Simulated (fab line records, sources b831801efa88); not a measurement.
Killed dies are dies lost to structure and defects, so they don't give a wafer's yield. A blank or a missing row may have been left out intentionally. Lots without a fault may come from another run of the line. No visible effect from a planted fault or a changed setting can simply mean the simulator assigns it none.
Commonality check across tools	flow gf180mcu	Sample size 13 lots and 39 wafers

THE REASON FOR OPENING IT
GF_HV_LDD_RS_MEAS_53, reading HV_LDD_RS: flagged on 2 of 13 lots. Wafers without a fault read 418.6 ohm/sq, standard deviation 0.88.
Rule: a lot is flagged in two cases, either no wafer of it has a number, or all its wafers with numbers fall more than 4 standard deviations from that mean. All remaining lots are regarded as sound.

lot	measured	on	HV_LDD_RS (ohm/sq), wafer by wafer	flag
L706	day 12 13:26	film-metro-01	418.9 417.8 419.3	
L707	day 12 21:36	film-metro-03	417.9 416.7 416.9	
L708	day 13 04:54	film-metro-01	418.8 418.6 419.1	
L710	day 13 18:40	film-metro-03	416.4 417.3 416.2	
L713	day 15 06:11	film-metro-01	418.0 418.1 417.9	
L714	day 16 00:38	film-metro-01	419.2 418.9 419.5	
L717	day 16 20:17	film-metro-03	418.5 419.2 417.8	
L716	day 16 22:05	film-metro-04	417.5 418.1 417.6	
L719	day 17 00:14	film-metro-01	418.8 418.7 418.8	
L718	day 17 02:38	film-metro-04	417.4 418.3 417.9	
L723	day 18 10:44	film-metro-03	424.4 424.3 425.1	FLAGGED
L725	day 18 23:05	film-metro-04	419.3 417.7 418.2	
L726	day 19 08:36	film-metro-03	423.0 422.8 423.7	FLAGGED
The numbers of the flagged lots are 423.9 ohm/sq on average: +5.3 ohm/sq against the usual, or +6 standard deviations.

WHICH TOOL RAN EACH LOT
The record keeps 1 process step preceding the reading, out of 602 steps on the route. Every cell lists first the tool, next ch and the chambers used by the sampled wafers, and last the start.
lot	flag	GF_HV_LDD_IMPLANT_09
L706		implanter-03 ch 0, day 10 03:38
L707		implanter-02 ch 0, day 10 11:50
L708		implanter-02 ch 0, day 10 18:46
L710		implanter-03 ch 0, day 11 07:23
L713		implanter-03 ch 0, day 12 16:14
L714		implanter-02 ch 0, day 13 07:09
L717		implanter-03 ch 0, day 14 02:15
L716		implanter-02 ch 0, day 14 02:33
L719		implanter-03 ch 0, day 14 06:17
L718		implanter-02 ch 0, day 14 08:00
L723	FLAGGED	implanter-02 ch 0, day 15 14:20
L725		implanter-03 ch 0, day 16 01:54
L726	FLAGGED	implanter-02 ch 0, day 16 09:56
What the steps here do:
- GF_HV_LDD_IMPLANT_09
- GF_HV_LDD_RS_MEAS_53: measures by four-point-probe.

FLAGGED OVER TOTAL, TOOL BY TOOL (the gauges that took the reading come last)
step	tool	lots run	flagged	share of the flagged lots	sound lots run after its first flagged lot
GF_HV_LDD_IMPLANT_09	implanter-02	7	2	all	0
GF_HV_LDD_IMPLANT_09	implanter-03	6	0	none	-
GF_HV_LDD_RS_MEAS_53	film-metro-01	5	0	none	-
GF_HV_LDD_RS_MEAS_53	film-metro-03	5	2	all	0
GF_HV_LDD_RS_MEAS_53	film-metro-04	3	0	none	-

WHAT THE TABLE ALLOWS
Rows of the table that ran all the flagged lots, 2 in number: implanter-02 at GF_HV_LDD_IMPLANT_09; film-metro-03 at GF_HV_LDD_RS_MEAS_53.
- implanter-02 at GF_HV_LDD_IMPLANT_09 ran 7 lots, 2 of them flagged. Last sound lot L718 at day 14 08:00, first flagged lot L723 at day 15 14:20; a fault beginning in between fits. Its own readings lie more than 4 standard deviations out on every wafer of the flagged lots: dose-ions-cm2.
- film-metro-03 at GF_HV_LDD_RS_MEAS_53 ran 5 lots, 2 of them flagged. Last sound lot L717 at day 16 20:17, first flagged lot L723 at day 18 10:44; a fault beginning in between fits.
Counting lots can't tell these 2 tools apart, because each fits a fault that began at some hour. More lots, or a look at what each step does to the wafer, might.

WHAT THE SIMULATOR PUT IN
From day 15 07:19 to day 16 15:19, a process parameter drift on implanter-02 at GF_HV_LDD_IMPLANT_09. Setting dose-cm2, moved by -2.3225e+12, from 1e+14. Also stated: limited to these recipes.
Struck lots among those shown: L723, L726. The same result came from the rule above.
